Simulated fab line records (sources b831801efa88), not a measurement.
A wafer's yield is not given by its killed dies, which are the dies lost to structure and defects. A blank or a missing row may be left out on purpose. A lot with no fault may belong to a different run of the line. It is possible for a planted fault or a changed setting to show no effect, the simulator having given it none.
Which tool was responsible? | flow gf180mcu | 11 lots with 33 wafers sampled at 6 steps, on a route of 602 steps

## WHAT THE GAUGES SHOWED, per wafer
GF_V2_BOW_MEAS_05.
lot  | measured     | on           | V2_BOW (um)
L336 | day 20 10:32 | filmMetro-01 | 91 87 102
L338 | day 21 05:01 | filmMetro-02 | 107 84 85
L339 | day 21 14:49 | filmMetro-04 | 95 99 97
L341 | day 22 11:29 | filmMetro-02 | 89 89 96
L342 | day 22 12:11 | filmMetro-01 | 97 94 103
L345 | day 23 18:08 | filmMetro-04 | 105 103 111
L349 | day 24 21:55 | filmMetro-02 | 107 101 90
L350 | day 25 09:09 | filmMetro-04 | 96 107 104
L354 | day 26 09:56 | filmMetro-01 | 88 84 102
L355 | day 26 20:02 | filmMetro-04 | 92 109 96
L356 | day 27 05:41 | filmMetro-02 | 115 99 103

GF_V2_RS_MEAS_24: uses a four-point probe to measure.
lot  | measured     | on           | V2_W_RS (ohm/sq)
L336 | day 21 12:23 | filmMetro-02 | 0.327 0.325 0.325
L338 | day 22 05:46 | filmMetro-02 | 0.325 0.324 0.324
L339 | day 22 15:01 | filmMetro-04 | 0.319 0.321 0.324
L341 | day 23 10:56 | filmMetro-01 | 0.330 0.329 0.334
L342 | day 23 12:20 | filmMetro-02 | 0.331 0.330 0.332
L345 | day 24 15:57 | filmMetro-04 | 0.324 0.324 0.327
L349 | day 25 19:33 | filmMetro-01 | 44.806 44.412 44.736
L350 | day 26 06:58 | filmMetro-01 | 44.149 43.094 43.142
L354 | day 27 06:59 | filmMetro-02 | 0.333 0.332 0.334
L355 | day 27 17:23 | filmMetro-04 | 0.334 0.332 0.332
L356 | day 28 01:58 | filmMetro-04 | 0.327 0.324 0.327

GF_V2_THK_MEAS_25: measures by xrf.
lot  | measured     | on           | V2_W_THK (nm)
L336 | day 21 12:30 | filmMetro-02 | 353 356 353
L338 | day 22 05:53 | filmMetro-02 | 352 354 351
L339 | day 22 15:08 | filmMetro-04 | 358 355 354
L341 | day 23 11:02 | filmMetro-01 | 354 354 347
L342 | day 23 12:28 | filmMetro-02 | 348 348 347
L345 | day 24 16:04 | filmMetro-04 | 357 355 353
L349 | day 25 19:40 | filmMetro-01 | - - -
L350 | day 26 07:05 | filmMetro-01 | - - <0
L354 | day 27 07:07 | filmMetro-02 | 343 343 342
L355 | day 27 17:29 | filmMetro-04 | 350 349 349
L356 | day 28 02:05 | filmMetro-04 | 356 361 356

## TOOL THAT RAN EACH LOT (tool first, then ch and the chambers of the sampled wafers, then the start)
lot  | GF_V1_STRIP_18                      | GF_V1_CMP_26                  | GF_V2_CVD_23
L336 | plasmaAsher-03 ch 0,1, day 19 07:13 | cmp-01 ch 1,2, day 19 08:11   | cvdW-02 ch 0,1, day 21 12:16
L338 | plasmaAsher-04 ch 0, day 20 01:51   | cmp-01 ch 1,2,3, day 20 02:49 | cvdW-01 ch 0, day 22 05:39
L339 | plasmaAsher-02 ch 0,1, day 20 11:46 | cmp-01 ch 0,2,3, day 20 12:41 | cvdW-02 ch 0,1, day 22 14:53
L341 | plasmaAsher-04 ch 0,1, day 21 08:29 | cmp-01 ch 2,3, day 21 09:47   | cvdW-02 ch 0,1, day 23 10:50
L342 | plasmaAsher-04 ch 0,1, day 21 09:45 | cmp-01 ch 0,1,3, day 21 10:47 | cvdW-01 ch 0,1, day 23 12:14
L345 | plasmaAsher-02 ch 0,1, day 22 16:43 | cmp-01 ch 0,3, day 22 17:59   | cvdW-01 ch 1, day 24 15:49
L349 | plasmaAsher-04 ch 0,1, day 23 23:45 | cmp-02 ch 0,2,3, day 24 00:41 | cvdW-02 ch 0,1, day 25 19:26
L350 | plasmaAsher-02 ch 0,1, day 24 08:52 | cmp-01 ch 0,1,3, day 24 10:17 | cvdW-02 ch 0,1, day 26 06:51
L354 | plasmaAsher-04 ch 0,1, day 25 10:15 | cmp-01 ch 0,3, day 25 11:10   | cvdW-02 ch 0,1, day 27 06:53
L355 | plasmaAsher-02 ch 0,1, day 25 20:32 | cmp-01 ch 0,2,3, day 25 21:32 | cvdW-01 ch 0,1, day 27 17:17
L356 | plasmaAsher-03 ch 0, day 26 06:52   | cmp-02 ch 0,1,3, day 26 07:55 | cvdW-01 ch 0,1, day 28 01:50
- GF_V1_STRIP_18: strips in O2/N2.
- GF_V1_CMP_26: polishes, stops on SiO2, t overpolish 15 s, target thk 0 nm.
- GF_V2_CVD_23: deposits W, target thk 350 nm, time 104.94 s.

## WHAT THE TOOLS THEMSELVES READ (means of the sampled wafers that have a number; where no wafer has one, the mark that the record gives instead)
GF_V1_STRIP_18.
lot  | tool           | drypumpMotorCurrentA (A) | heaterPowerW (W) | oesProductAu (a.u.)
L336 | plasmaAsher-03 | 6.1                      | 333              | 0.594
L338 | plasmaAsher-04 | 5.6                      | 328              | 0.588
L339 | plasmaAsher-02 | 5.6                      | 310              | 0.595
L341 | plasmaAsher-04 | 5.3                      | 328              | 0.594
L342 | plasmaAsher-04 | 5.4                      | 329              | 0.591
L345 | plasmaAsher-02 | 5.6                      | 308              | 0.593
L349 | plasmaAsher-04 | 5.3                      | 330              | 0.588
L350 | plasmaAsher-02 | 5.6                      | 299              | 0.596
L354 | plasmaAsher-04 | 5.4                      | 327              | 0.598
L355 | plasmaAsher-02 | 5.6                      | 309              | 0.596
L356 | plasmaAsher-03 | 6.3                      | 299              | 0.600

GF_V1_CMP_26.
lot  | tool   | motorCurrentA (A) | overpolishRunS (s) | timeToEndpointS (s)
L336 | cmp-01 | 11.9              | 15.002             | 86
L338 | cmp-01 | 11.5              | 15.002             | 84
L339 | cmp-01 | 11.3              | 15.007             | 83
L341 | cmp-01 | 12.0              | 14.995             | 85
L342 | cmp-01 | 11.1              | 15.003             | 84
L345 | cmp-01 | 10.7              | 15.000             | 82
L349 | cmp-02 | 11.8              | 15.004             | 83
L350 | cmp-01 | 11.0              | 14.996             | 83
L354 | cmp-01 | 11.6              | 15.002             | 82
L355 | cmp-01 | 11.7              | 14.998             | 82
L356 | cmp-02 | 12.2              | 14.996             | 83

GF_V2_CVD_23.
lot  | tool    | chamberPressureTorr (Torr) | heaterPowerOuterW (W) | heaterPowerW (W)
L336 | cvdW-02 | 40.02                      | 541                   | 880
L338 | cvdW-01 | 39.93                      | 577                   | 1000
L339 | cvdW-02 | 40.03                      | 566                   | 874
L341 | cvdW-02 | 39.97                      | 534                   | 867
L342 | cvdW-01 | 40.06                      | 533                   | 877
L345 | cvdW-01 | 40.04                      | 498                   | 804
L349 | cvdW-02 | -                          | -                     | -
L350 | cvdW-02 | -                          | -                     | -
L354 | cvdW-02 | 39.95                      | 565                   | 877
L355 | cvdW-01 | 40.03                      | 531                   | 867
L356 | cvdW-01 | 39.96                      | 526                   | 873

## THE ANSWER, worked out from the rows above alone
Rule: usual is defined by the lots themselves. Put in order of their means at a reading, lots are off if they are a third of the lots or fewer, leave a main group of 4 or more, and stand apart from it by a gap of 3 or more times the standard deviation of the main group's means; of several such gaps the widest counts. A main group whose means are all the same, to the digits that the tables above print for the reading, isn't used. A lot without any number at a reading at which 4 lots or more have one is off too. Any other lot the step has rows for is counted as sound. Order of review: gauges by route order, followed by the tools' own readings, for which a lot's mean as printed above is used. At the first step where some lot is off, the reading lying furthest off is the one used; lots without a number count as furthest.
Off: L349, L350, seen at GF_V2_RS_MEAS_24 (V2_W_RS). For the main group the mean is 0.328 ohm/sq and the standard deviation 0.004.
If a tool, at a process step before that reading, ran all the lots that are off and no sound lot after the first of them, it fits. The gauges at GF_V2_RS_MEAS_24 aren't tried: what is off there is off at GF_V2_CVD_23 too, on other tools, and a gauge's error can't cause that. No candidate that was tried fits.

## WHAT HAD BEEN PUT IN BY THE SIMULATOR
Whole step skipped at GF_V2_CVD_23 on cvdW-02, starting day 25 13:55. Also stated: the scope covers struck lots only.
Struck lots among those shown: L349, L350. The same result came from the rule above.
